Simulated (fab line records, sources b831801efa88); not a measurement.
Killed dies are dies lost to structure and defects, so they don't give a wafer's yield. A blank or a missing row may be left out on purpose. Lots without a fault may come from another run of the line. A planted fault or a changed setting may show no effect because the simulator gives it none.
A struck lot beside a sound one | flow gf180mcu | 44 steps out of a route of 602
Sound: wafers L422.1, L422.3, L422.4. Struck: wafers L437.2, L437.5, L437.6. The cause comes at the end.
At each step with rows: each side's tool, then ch and its chambers, then its first start. Under that, the readings that differ: sound wafers | struck wafers | difference of the means | sigmas: that difference in standard deviations of wafers without a fault.
alike: readings whose means differ by less than 2 such deviations, and words and numbers that are the same on both sides. not compared: withheld readings, readings that some wafer has no value for, bounds like >300 that may hide the same value, and numbers for which the record gives no deviation and whose values overlap.
The two part at a step that has a row with sigmas, a row that says differs or no value, or rows on one side only. Numbers that don't overlap but have no deviation are shown without sigmas and don't part them. A reading that every wafer of one side lacks parts them only if that side has two wafers or more.

first, 1 step without rows for these wafers: GF_MVSD_IMPLANT_09.
GF_MVSD_STRIP_10: strips in O2/N2.
  sound on plasma_asher-03 ch 0,1, day 5 11:09; struck on plasma_asher-02 ch 0,1, day 9 01:14
  alike: drypump_motor_current_A, heater_power_w, oes_product_au, strip_time_to_endpoint_s
  not compared: rf_hours_counter_h
GF_MVSD_TW_MEAS_11:
  sound on film_metro-02, day 5 11:15; struck on film_metro-04, day 9 01:21
  alike: MVSD_TW
then, 7 steps without rows for these wafers: GF_MVPSD_DEHYDRATE_00 (time 60 s); GF_MVPSD_HMDS_01 (prime time 60 s); GF_MVPSD_COAT_02 (resist thk 3000 nm); GF_MVPSD_SOFTBAKE_03; GF_MVPSD_EXPOSE_04 (exposes mask MVPSD, target cd 1000 nm); GF_MVPSD_PEB_05; GF_MVPSD_DEVELOP_06 (develop time 60 s).
GF_MVPSD_OVL_MEAS_07:
  sound on overlay-01, day 6 02:19; struck on overlay-01, day 9 18:22
  alike: MVPSD_OVL
then, 1 step without rows for these wafers: GF_MVPSD_IMPLANT_08.
GF_MVPSD_IMPLANT_09:
  sound on implanter-04 ch 0, day 6 02:30; struck on implanter-01 ch 0, day 9 18:34
  reading            | sound                     | struck                          | difference | sigmas
  dose_ions_cm2      | 4.999e+12 4.994e+12 5e+12 | 4.107e+13 4.1061e+13 4.1065e+13 | +3.607e+13 | +99 or more
  faraday_current_uA | 28.4 28.6 28.8            | 233.2 232.0 235.5               | +205.0     | +99 or more
GF_MVPSD_STRIP_10: strips in O2/N2.
  sound on plasma_asher-02 ch 0,1, day 6 02:39; struck on plasma_asher-01 ch 0,1, day 9 18:42
  alike: drypump_motor_current_A, heater_power_w, oes_product_au, strip_time_to_endpoint_s
  not compared: rf_hours_counter_h
GF_MVPSD_TW_MEAS_11:
  sound on film_metro-02, day 6 02:45; struck on film_metro-03, day 9 18:49
  reading  | sound       | struck      | difference | sigmas
  MVPSD_TW | 557 556 557 | 698 697 697 | +141       | +29
then, 7 steps without rows for these wafers: GF_VT_IMPLANT_DEHYDRATE_00 (time 60 s); GF_VT_IMPLANT_HMDS_01 (prime time 60 s); GF_VT_IMPLANT_COAT_02 (resist thk 1000 nm); GF_VT_IMPLANT_SOFTBAKE_03 (time 60 s); GF_VT_IMPLANT_EXPOSE_04 (exposes mask LVPWELL LV AREA, target cd 600 nm); GF_VT_IMPLANT_PEB_05; GF_VT_IMPLANT_DEVELOP_06 (develop time 60 s).
GF_VT_IMPLANT_OVL_MEAS_07:
  sound on overlay-01, day 6 17:46; struck on overlay-01, day 10 12:16
  reading             | sound       | struck         | difference | sigmas
  VT_IMPLANT_OVL (nm) | 1.6 2.4 0.8 | -2.0 -1.7 -2.0 | -3.5       | -2
then, 1 step without rows for these wafers: GF_VT_IMPLANT_IMPLANT_08.
GF_VT_IMPLANT_STRIP_09: strips in O2/N2.
  sound on plasma_asher-01 ch 0,1, day 6 17:56; struck on plasma_asher-01 ch 0,1, day 10 12:27
  alike: drypump_motor_current_A, heater_power_w, oes_product_au, strip_time_to_endpoint_s
  not compared: rf_hours_counter_h
GF_VT_IMPLANT_TW_MEAS_10:
  sound on film_metro-01, day 6 18:02; struck on film_metro-04, day 10 12:36
  alike: VT_IMPLANT_TW
then, 7 steps without rows for these wafers: GF_VT_IMPLANT_DEHYDRATE_11 (time 60 s); GF_VT_IMPLANT_HMDS_12 (prime time 60 s); GF_VT_IMPLANT_COAT_13 (resist thk 1000 nm); GF_VT_IMPLANT_SOFTBAKE_14 (time 60 s); GF_VT_IMPLANT_EXPOSE_15 (exposes mask Nwell LV AREA, target cd 860 nm); GF_VT_IMPLANT_PEB_16; GF_VT_IMPLANT_DEVELOP_17 (develop time 60 s).
GF_VT_IMPLANT_OVL_MEAS_18:
  sound on overlay-01, day 7 09:25; struck on overlay-02, day 11 06:13
  alike: VT_IMPLANT_01_OVL
then, 1 step without rows for these wafers: GF_VT_IMPLANT_IMPLANT_19.
GF_VT_IMPLANT_STRIP_20: strips in O2/N2.
  sound on plasma_asher-04 ch 0,1, day 7 09:36; struck on plasma_asher-04 ch 0,1, day 11 06:24
  alike: drypump_motor_current_A, heater_power_w, oes_product_au, strip_time_to_endpoint_s
  not compared: rf_hours_counter_h
GF_VT_IMPLANT_TW_MEAS_21:
  sound on film_metro-04, day 7 09:42; struck on film_metro-04, day 11 06:31
  alike: VT_IMPLANT_2_TW
then, 5 steps without rows for these wafers: GF_VT_IMPLANT_DEHYDRATE_22 (time 60 s); GF_VT_IMPLANT_HMDS_23 (prime time 60 s); GF_VT_IMPLANT_COAT_24 (resist thk 1000 nm); GF_VT_IMPLANT_SOFTBAKE_25 (time 60 s); GF_VT_IMPLANT_EXPOSE_26 (exposes mask LVPWELL HV AREA, target cd 860 nm).
GF_VT_IMPLANT_RS_MEAS_49: measures by four-point-probe.
  sound on film_metro-04, day 8 18:37; struck on film_metro-04, day 12 21:02
  reading           | sound          | struck      | difference | sigmas
  MVPSD_RS (ohm/sq) | 1166 1167 1169 | 659 660 658 | -508       | -99 or more
-- the record jumps here: 21 days lie between the struck wafers' starts before and after (it left off in module VT_IMPLANT and takes up again in module PASSIVATION, whose first step shown is number 602 of the route) --
GF_PASSIVATION_PROBE_99:
  the record has rows for the struck wafers here (prober-01, day 34 02:34) and none for the sound ones

WHERE THEY PART
First at GF_MVPSD_IMPLANT_09; last, within this record, at GF_PASSIVATION_PROBE_99.

WHY: what the simulator had put in
Process parameter drift: implanter-01, from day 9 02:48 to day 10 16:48, at GF_MVPSD_IMPLANT_09. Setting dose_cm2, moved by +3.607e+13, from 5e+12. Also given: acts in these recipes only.
